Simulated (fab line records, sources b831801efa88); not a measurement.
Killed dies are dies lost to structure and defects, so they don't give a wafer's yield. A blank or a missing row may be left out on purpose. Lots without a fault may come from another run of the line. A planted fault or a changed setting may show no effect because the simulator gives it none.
Chamber matching | flow gf180mcu | GF_V4_CMP_04 on cmp-01: 4 sister chambers
The step polishes SiO2. 33 wafers are shown with their chamber, then 12 later ones without.

WAFERS WITH THEIR CHAMBER
wafer  | chamber | motor_current_A (A) | time_to_endpoint_s (s)
L074.1 | 1       | 9.1                 | 73
L074.3 | 2       | 11.2                | 73
L074.5 | 3       | 11.9                | 78
L075.2 | 0       | 12.6                | 76
L075.4 | 2       | 10.3                | 84
L075.5 | 2       | 10.9                | 82
L077.1 | 3       | 11.7                | 78
L077.2 | 0       | 12.5                | 75
L077.3 | 1       | 9.8                 | 77
L079.1 | 2       | 10.9                | 80
L079.3 | 1       | 9.3                 | 76
L079.4 | 3       | 12.5                | 80
L081.2 | 3       | 12.4                | 71
L081.5 | 2       | 10.0                | 76
L081.6 | 1       | 9.5                 | 79
L082.3 | 2       | 10.5                | 80
L082.4 | 0       | 12.6                | 90
L082.5 | 2       | 10.5                | 85
L086.4 | 3       | 12.8                | 79
L086.5 | 0       | 12.2                | 88
L086.6 | 1       | 9.6                 | 79
L088.1 | 0       | 12.6                | 91
L088.2 | 1       | 9.1                 | 82
L088.4 | 3       | 12.9                | 79
L089.1 | 3       | 11.8                | 77
L089.3 | 0       | 12.1                | 83
L089.4 | 2       | 11.0                | 82
L090.2 | 3       | 12.7                | 77
L090.4 | 0       | 12.3                | 92
L090.5 | 3       | 11.8                | 78
L092.2 | 3       | 12.2                | 72
L092.3 | 0       | 13.1                | 74
L092.6 | 2       | 10.9                | 76

SIGNATURES (means of the wafers above)
reading            | chamber 0 | chamber 1 | chamber 2 | chamber 3 | scatter within a chamber
motor_current_A    | 12.500    | 9.400     | 10.689    | 12.270    | 0.376
time_to_endpoint_s | 83.62     | 77.67     | 79.78     | 76.90     | 4.8
Rule: a wafer's distance from a chamber is the root of the sum, over the readings, of the square of ((its reading less the chamber's mean) divided by the reading's scatter). The wafer belongs to the nearest chamber; if the next one is less than 2 further off, it can't be placed. The scatter: the root of (the sum of the squares of (reading less its chamber's mean) over the shown wafers, divided by (wafers less chambers)).

WAFERS WITHOUT THEIR CHAMBER
wafer  | motor_current_A (A) | time_to_endpoint_s (s)
L093.4 | 12.8                | 77
L093.5 | 11.4                | 70
L093.6 | 12.2                | 76
L095.3 | 9.5                 | 74
L095.5 | 12.3                | 81
L095.6 | 12.4                | 76
L097.2 | 10.6                | 68
L097.3 | 9.7                 | 69
L097.4 | 12.8                | 76
L097.1 | 11.7                | 67
L097.5 | 12.7                | 77
L097.6 | 9.5                 | 71

WHICH CHAMBER EACH WENT THROUGH
wafer  | from the rows above          | in truth
L093.4 | can't be placed: 3 or 0      | 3
L093.5 | can't be placed: 3 or 2 or 0 | 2
L093.6 | can't be placed: 3 or 0      | 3
L095.3 | 1                            | 1
L095.5 | can't be placed: 0 or 3      | 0
L095.6 | can't be placed: 3 or 0      | 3
L097.2 | can't be placed: 2 or 1      | 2
L097.3 | can't be placed: 1 or 2      | 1
L097.4 | can't be placed: 3 or 0      | 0
L097.1 | can't be placed: 3 or 2 or 0 | 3
L097.5 | can't be placed: 3 or 0      | 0
L097.6 | 1                            | 1
Placed correctly: 2 of 12. Can't be placed from these rows: 10 (the true chamber is among the candidates in 10). Placed wrongly: 0.
